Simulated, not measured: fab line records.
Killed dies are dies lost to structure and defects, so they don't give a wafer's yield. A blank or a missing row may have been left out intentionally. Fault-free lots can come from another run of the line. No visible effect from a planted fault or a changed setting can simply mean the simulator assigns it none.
Which tool is to blame? | flow sky130 | Sampling: 13 lots, 39 wafers, 4 of 708 route steps

== WHAT THE GAUGES READ, wafer by wafer ==
SKY_METAL1_RS_MEAS_05: measures by four-point-probe. Usual: METAL1_ALCU_RS 0.1268 ohm/sq, standard deviation 0.0012.
lot  | measured     | on            | METAL1_ALCU_RS (ohm/sq) | flag
L140 | day 32 03:58 | film metro-04 | 0.1265 0.1259 0.1264    |
L141 | day 32 15:14 | film metro-02 | 0.1256 0.1266 0.1264    |
L143 | day 33 19:30 | film metro-01 | 0.1277 0.1275 0.1261    |
L146 | day 35 00:11 | film metro-04 | 0.1258 0.1257 0.1256    |
L148 | day 35 05:16 | film metro-02 | 0.1270 0.1262 0.1279    |
L147 | day 35 09:14 | film metro-01 | 0.1254 0.1262 0.1271    |
L149 | day 35 14:28 | film metro-01 | 0.1265 0.1252 0.1267    |
L152 | day 37 03:23 | film metro-01 | 0.1252 0.1251 0.1266    |
L158 | day 38 02:59 | film metro-01 | 0.1248 0.1254 0.1251    |
L159 | day 38 05:38 | film metro-01 | 0.1292 0.1285 0.1285    |
L160 | day 38 11:38 | film metro-04 | 0.1281 0.1276 0.1276    |
L161 | day 38 21:47 | film metro-01 | 0.1276 0.1265 0.1269    |
L162 | day 39 00:20 | film metro-01 | 0.1286 0.1282 0.1274    |

== EACH LOT AND THE TOOL THAT RAN IT (in order: tool; ch and the chambers of the sampled wafers; start) ==
lot  | SKY_LDD_N_IMPLANT_10            | SKY_CONTACT_CMP_04            | SKY_CONTACT_CVD_24
L140 | implanter-02 ch 0, day 18 01:56 | cmp-01 ch 0,1,2, day 30 22:26 | cvd w-02 ch 0,1, day 32 03:13
L141 | implanter-02 ch 0, day 18 14:58 | cmp-02 ch 0,3, day 31 09:56   | cvd w-01 ch 0,1, day 32 14:31
L143 | implanter-03 ch 0, day 19 23:21 | cmp-01 ch 0,2,3, day 32 14:15 | cvd w-01 ch 0, day 33 18:19
L146 | implanter-03 ch 0, day 21 08:21 | cmp-01 ch 0,2,3, day 33 19:31 | cvd w-02 ch 0,1, day 34 23:26
L148 | implanter-03 ch 0, day 21 18:06 | cmp-02 ch 1,2,3, day 34 00:46 | cvd w-02 ch 0,1, day 35 04:32
L147 | implanter-02 ch 0, day 21 18:24 | cmp-02 ch 0,2,3, day 34 04:26 | cvd w-01 ch 0,1, day 35 08:31
L149 | implanter-03 ch 0, day 22 02:03 | cmp-02 ch 1,2,3, day 34 09:29 | cvd w-01 ch 0,1, day 35 13:44
L152 | implanter-03 ch 0, day 23 07:24 | cmp-02 ch 0,1,3, day 35 23:05 | cvd w-01 ch 0, day 37 02:38
L158 | implanter-01 ch 0, day 25 00:51 | cmp-02 ch 0,2,3, day 36 21:56 | cvd w-01 ch 0,1, day 38 02:14
L159 | implanter-01 ch 0, day 25 02:52 | cmp-02 ch 0,3, day 37 01:37   | cvd w-02 ch 0,1, day 38 04:53
L160 | implanter-01 ch 0, day 25 10:28 | cmp-01 ch 2,3, day 37 07:43   | cvd w-01 ch 0,1, day 38 10:55
L161 | implanter-03 ch 0, day 25 23:23 | cmp-01 ch 0,2,3, day 37 17:33 | cvd w-02 ch 0, day 38 21:02
L162 | implanter-03 ch 0, day 26 02:58 | cmp-02 ch 0,3, day 37 20:52   | cvd w-02 ch 0,1, day 38 23:36
- SKY_LDD_N_IMPLANT_10
- SKY_CONTACT_CMP_04: polishes SiO2.
- SKY_CONTACT_CVD_24: deposits W, target thk 340 nm, time 102.12 s.

== WHAT THE TOOLS THEMSELVES READ (means of the sampled wafers that have a number; where no wafer has one, the mark that the record gives instead) ==
SKY_LDD_N_IMPLANT_10. Usual: beam energy keV 20.000, standard deviation 0.0063; dose ions cm2 7.5e+13, standard deviation 8.2e+10; faraday current uA 419, standard deviation 9.5; rotation deg 203.01 degrees, standard deviation 0.048.
lot  | tool         | beam energy keV | dose ions cm2 | faraday current uA | rotation deg (degrees) | flag
L140 | implanter-02 | 20.006          | 7.5e+13       | 412                | 203.03                 |
L141 | implanter-02 | 19.996          | 7.5e+13       | 406                | 202.99                 |
L143 | implanter-03 | 19.994          | 7.5e+13       | 424                | 202.99                 |
L146 | implanter-03 | 19.998          | 7.5e+13       | 423                | 203.03                 |
L148 | implanter-03 | 20.001          | 7.5e+13       | 432                | 203.02                 |
L147 | implanter-02 | 19.998          | 7.5e+13       | 406                | 202.99                 |
L149 | implanter-03 | 19.995          | 8.3e+13       | 468                | 203.01                 | OFF
L152 | implanter-03 | 20.006          | 8.3e+13       | 456                | 202.99                 | OFF
L158 | implanter-01 | 19.997          | 7.5e+13       | 423                | 203.11                 |
L159 | implanter-01 | 19.994          | 7.5e+13       | 422                | 203.02                 |
L160 | implanter-01 | 19.993          | 7.5e+13       | 409                | 202.97                 |
L161 | implanter-03 | 20.010          | 7.5e+13       | 421                | 203.00                 |
L162 | implanter-03 | 20.003          | 7.5e+13       | 425                | 203.02                 |

SKY_CONTACT_CMP_04. Usual: motor current A 12.2 A, standard deviation 1.2; time to endpoint s 81 s, standard deviation 3.7.
lot  | tool   | motor current A (A) | time to endpoint s (s) | flag
L140 | cmp-01 | 13.4                | 89                     |
L141 | cmp-02 | 12.4                | 77                     |
L143 | cmp-01 | 12.9                | 82                     |
L146 | cmp-01 | 12.4                | 84                     |
L148 | cmp-02 | 11.4                | 78                     |
L147 | cmp-02 | 12.0                | 79                     |
L149 | cmp-02 | 11.2                | 77                     |
L152 | cmp-02 | 12.0                | 81                     |
L158 | cmp-02 | 11.7                | 79                     |
L159 | cmp-02 | 12.3                | 85                     |
L160 | cmp-01 | 12.7                | 83                     |
L161 | cmp-01 | 12.9                | 81                     |
L162 | cmp-02 | 12.4                | 80                     |

SKY_CONTACT_CVD_24. Usual: heater power w reads 930 W (standard deviation 62).
lot  | tool     | heater power w (W) | flag
L140 | cvd w-02 | 898                |
L141 | cvd w-01 | 912                |
L143 | cvd w-01 | 962                |
L146 | cvd w-02 | 972                |
L148 | cvd w-02 | 967                |
L147 | cvd w-01 | 959                |
L149 | cvd w-01 | 920                |
L152 | cvd w-01 | 959                |
L158 | cvd w-01 | 941                |
L159 | cvd w-02 | 951                |
L160 | cvd w-01 | 941                |
L161 | cvd w-02 | 840                |
L162 | cvd w-02 | 899                |

== THE ANSWER, worked out from the rows above alone ==
Rule: a lot is off if the mean of its wafers that have a number lies more than 3 standard deviations from the usual mean. A lot without any number at a reading at which 4 lots or more have one is off too. Where the step has rows for the other lots, those lots are counted as sound. Order of review: gauges by route order, followed by the tools' own readings, for which a lot's mean as printed above is used. At the first step where some lot is off, the reading lying furthest off is the one used; lots without a number count as furthest.
Off, at SKY_LDD_N_IMPLANT_10 on dose ions cm2: L149, L152.
If a tool, at that step or one of the process steps before it, ran each lot that is off and ran no sound lot following the first of them, it fits. No candidate that was tried fits.

== WHAT THE SIMULATOR HAD INSERTED ==
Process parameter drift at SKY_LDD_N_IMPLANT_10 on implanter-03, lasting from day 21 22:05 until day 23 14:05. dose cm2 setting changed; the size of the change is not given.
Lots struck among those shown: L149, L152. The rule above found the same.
